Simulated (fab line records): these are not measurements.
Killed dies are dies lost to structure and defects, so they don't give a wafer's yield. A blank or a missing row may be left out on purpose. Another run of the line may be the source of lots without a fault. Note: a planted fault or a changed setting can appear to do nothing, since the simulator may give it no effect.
Split-lot study	flow sky130	on a route of 708 steps: 5 lots, 23 wafers read

== ABOUT THE SPLIT ==
At SKY_VIA1_SPUTTER_20 (material TiN, target thk 20 nm, time 80 s), the setting chamber pressure pa was moved away from the recipe's 5 Pa on 10 of the 23 wafers read, by +6.9% to +13.3%. This setting was run at the recipe's value on the other wafers.

The split's own step is where the reading is taken.

== THE READING ==
TiN_of_VIA1_SPUTTER_20.thk nm (the simulator's own value, which no gauge read), in nm, at SKY_VIA1_SPUTTER_20 (material TiN, target thk 20 nm, time 80 s). There is no usual value for it anywhere in the file. The 13 wafers here that ran the recipe average 19.81 nm, standard deviation 0.22 nm.

wafer	tool, chamber at the split	chamber pressure pa as run, Pa	against the recipe	TiN_of_VIA1_SPUTTER_20.thk nm, nm	against lot-mates on the recipe
L079.1	pvd sputter-04, -	5	recipe	19.6	-
L079.2	pvd sputter-04, -	5	recipe	19.51	-
L079.3	pvd sputter-04, -	5	recipe	19.49	-
L079.4	pvd sputter-04, -	5	recipe	20.14	-
L079.6	pvd sputter-04, -	5	recipe	19.68	-
L080.1	pvd sputter-04, -	5.343	+6.9%	19.22	no lot-mate on the recipe
L080.2	pvd sputter-04, -	5.343	+6.9%	18.69	no lot-mate on the recipe
L080.4	pvd sputter-04, -	5.343	+6.9%	18.77	no lot-mate on the recipe
L080.5	pvd sputter-04, -	5.343	+6.9%	19.24	no lot-mate on the recipe
L080.6	pvd sputter-04, -	5.343	+6.9%	18.9	no lot-mate on the recipe
L081.1	pvd sputter-04, -	5	recipe	20.13	-
L081.2	pvd sputter-04, -	5	recipe	19.74	-
L081.3	pvd sputter-04, -	5	recipe	19.76	-
L084.2	pvd sputter-01, -	5	recipe	19.89	-
L084.3	pvd sputter-01, -	5	recipe	20.01	-
L084.4	pvd sputter-01, -	5	recipe	19.99	-
L084.5	pvd sputter-01, -	5	recipe	19.95	-
L084.6	pvd sputter-01, -	5	recipe	19.6	-
L085.1	pvd sputter-03, -	5.663	+13.3%	17.94	no lot-mate on the recipe
L085.2	pvd sputter-03, -	5.663	+13.3%	17.75	no lot-mate on the recipe
L085.3	pvd sputter-03, -	5.663	+13.3%	18.1	no lot-mate on the recipe
L085.5	pvd sputter-03, -	5.663	+13.3%	17.74	no lot-mate on the recipe
L085.6	pvd sputter-03, -	5.663	+13.3%	18.08	no lot-mate on the recipe

THE FIT
A straight line over all 23 wafers: TiN_of_VIA1_SPUTTER_20.thk nm changes by -0.14 nm for each +1% of chamber pressure pa; r = -0.96; the points scatter about the line by 0.22 nm.
Too few moved wafers have a lot-mate on the recipe to fit a line with each lot's own level taken away.

== THE FILE'S OWN FIT ==
TiN_of_VIA1_SPUTTER_20.thk nm changes by -0.14 nm for each +1% of chamber pressure pa, r = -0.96.
